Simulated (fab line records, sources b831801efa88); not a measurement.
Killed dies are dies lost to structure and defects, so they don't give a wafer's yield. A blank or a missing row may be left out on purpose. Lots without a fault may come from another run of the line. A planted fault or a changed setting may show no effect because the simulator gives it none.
Which tool did it? | flow gf180mcu | 14 lots, 42 wafers sampled, at 4 steps of a route of 602

WHAT THE GAUGES READ, wafer by wafer
GF_STI_CD_MEAS_12: target cd 220 nm. Usual: cd_nm 220.0 nm, standard deviation 1.1.
lot  | measured    | on        | cd_nm (nm)        | flag
L349 | day 2 06:04 | cd_sem-02 | 219.4 218.5 218.9 |
L350 | day 2 14:35 | cd_sem-01 | 222.2 220.9 221.9 |
L352 | day 2 22:52 | cd_sem-01 | 221.2 220.5 221.3 |
L353 | day 3 03:13 | cd_sem-01 | 220.2 219.3 220.3 |
L354 | day 3 08:19 | cd_sem-02 | 220.0 220.8 220.3 |
L356 | day 3 18:53 | cd_sem-02 | 217.8 218.1 218.8 |
L357 | day 3 23:37 | cd_sem-01 | 222.3 221.4 222.0 |
L358 | day 4 05:04 | cd_sem-01 | 219.1 219.4 219.6 |
L359 | day 4 10:02 | cd_sem-01 | 221.2 221.1 220.9 |
L360 | day 4 14:25 | cd_sem-01 | 218.8 217.6 218.7 |
L362 | day 5 00:49 | cd_sem-02 | 218.9 219.3 219.8 |
L367 | day 6 03:58 | cd_sem-01 | 221.1 219.2 220.5 |
L369 | day 6 13:03 | cd_sem-02 | 220.3 220.1 220.6 |
L370 | day 6 18:56 | cd_sem-02 | 220.5 222.2 221.8 |

GF_LVPWELL_TW_MEAS_11. Usual: LVPWELL_TW 558, standard deviation 4.6.
lot  | measured    | on            | LVPWELL_TW  | flag
L349 | day 4 02:03 | film_metro-01 | 564 566 564 |
L350 | day 4 11:22 | film_metro-01 | 565 566 562 |
L352 | day 4 20:08 | film_metro-04 | 549 551 551 |
L353 | day 5 00:56 | film_metro-02 | 559 559 557 |
L354 | day 5 05:15 | film_metro-02 | 555 557 559 |
L356 | day 5 18:30 | film_metro-02 | 556 557 557 |
L357 | day 6 00:29 | film_metro-02 | 559 561 562 |
L358 | day 6 05:47 | film_metro-01 | 565 564 562 |
L359 | day 6 10:38 | film_metro-02 | 562 559 564 |
L360 | day 6 19:36 | film_metro-01 | 564 565 565 |
L362 | day 7 05:38 | film_metro-04 | 556 558 555 |
L367 | day 8 08:41 | film_metro-04 | 555 556 555 |
L369 | day 8 18:37 | film_metro-04 | 559 556 555 |
L370 | day 9 00:20 | film_metro-04 | 557 555 555 |

GF_VT_IMPLANT_OVL_MEAS_07. Usual: VT_IMPLANT_OVL 0.8 nm, standard deviation 1.4.
lot  | measured     | on         | VT_IMPLANT_OVL (nm) | flag
L349 | day 5 19:22  | overlay-02 | 0.0 0.3 -0.8        |
L350 | day 6 06:46  | overlay-01 | 1.2 1.3 1.9         |
L352 | day 6 16:16  | overlay-02 | 2.2 0.9 2.0         |
L353 | day 6 21:49  | overlay-02 | 2.8 2.6 3.0         |
L354 | day 7 03:16  | overlay-01 | 0.6 1.3 0.8         |
L356 | day 7 16:01  | overlay-02 | 0.0 0.2 0.1         |
L357 | day 7 22:55  | overlay-02 | -1.7 -0.4 -0.1      |
L358 | day 8 04:22  | overlay-02 | 3.5 1.7 3.8         |
L359 | day 8 11:41  | overlay-02 | -0.2 1.6 1.0        |
L360 | day 8 20:25  | overlay-02 | 0.6 1.1 0.4         |
L362 | day 9 07:19  | overlay-02 | 0.1 1.1 1.0         |
L367 | day 10 13:01 | overlay-01 | 2.8 2.8 2.3         |
L369 | day 10 23:56 | overlay-02 | 1.1 0.5 0.1         |
L370 | day 11 06:25 | overlay-02 | 2.1 2.6 2.9         |

WHICH TOOL RAN EACH LOT (tool, then ch and the chambers of the sampled wafers, then the start)
lot  | GF_STI_WET_ETCH_26
L349 | wet_bench-01 ch 3, day 2 09:08
L350 | wet_bench-02 ch 0, day 2 16:55
L352 | wet_bench-04 ch 3, day 3 02:00
L353 | wet_bench-02 ch 3, day 3 05:34
L354 | wet_bench-04 ch 1, day 3 10:40
L356 | wet_bench-01 ch 0, day 3 21:46
L357 | wet_bench-01 ch 3, day 4 02:59
L358 | wet_bench-01 ch 3, day 4 07:47
L359 | wet_bench-02 ch 3, day 4 12:23
L360 | wet_bench-01 ch 0, day 4 19:38
L362 | wet_bench-02 ch 1, day 5 04:42
L367 | wet_bench-01 ch 0, day 6 06:19
L369 | wet_bench-02 ch 0, day 6 15:22
L370 | wet_bench-01 ch 1, day 6 21:30
- GF_STI_WET_ETCH_26: etches SiO2 in dHF, target depth 94 nm, time 188 s.

WHAT THE TOOLS THEMSELVES READ (means of the sampled wafers that have a number; where no wafer has one, the mark that the record gives instead)
GF_STI_WET_ETCH_26. Usual: bath_heat_duty_pct 6.3 %, standard deviation 0.49; run_length_s 217 s, standard deviation 3.8; temp_c 24.99 C, standard deviation 0.1.
lot  | tool         | bath_heat_duty_pct (%) | run_length_s (s) | temp_c (C) | flag
L349 | wet_bench-01 | 6.1                    | 213              | 24.95      |
L350 | wet_bench-02 | 5.8                    | 213              | 24.90      |
L352 | wet_bench-04 | 6.9                    | 215              | 24.81      |
L353 | wet_bench-02 | 6.3                    | 214              | 24.93      |
L354 | wet_bench-04 | 5.8                    | 216              | 25.01      |
L356 | wet_bench-01 | 6.2                    | 213              | 25.03      |
L357 | wet_bench-01 | 6.2                    | 215              | 24.89      |
L358 | wet_bench-01 | 6.1                    | 222              | 24.93      |
L359 | wet_bench-02 | -                      | -                | -          | OFF
L360 | wet_bench-01 | -                      | -                | -          | OFF
L362 | wet_bench-02 | 6.3                    | 223              | 25.05      |
L367 | wet_bench-01 | 6.0                    | 220              | 25.18      |
L369 | wet_bench-02 | 5.9                    | 213              | 24.97      |
L370 | wet_bench-01 | 5.8                    | 223              | 25.04      |

THE ANSWER, worked out from the rows above alone
Rule: a lot is off if the mean of its wafers that have a number lies more than 3 standard deviations from the usual mean. A lot without any number at a reading at which 4 lots or more have one is off too. The other lots that the step has rows for count as sound. The gauges are gone through in route order, then the tools' own readings, and for those a lot's mean is taken as printed above. The first step at which some lot is off is used, and at that step the reading that is off furthest; a lot without a number counts as furthest.
Off: L359, L360, at GF_STI_WET_ETCH_26 (bath_heat_duty_pct). Without a number there: L359, L360.
A tool fits if, at that step or a process step before it, it ran every lot that is off, and no sound lot after the first of them. None of those tried fits.

WHAT THE SIMULATOR HAD PUT IN
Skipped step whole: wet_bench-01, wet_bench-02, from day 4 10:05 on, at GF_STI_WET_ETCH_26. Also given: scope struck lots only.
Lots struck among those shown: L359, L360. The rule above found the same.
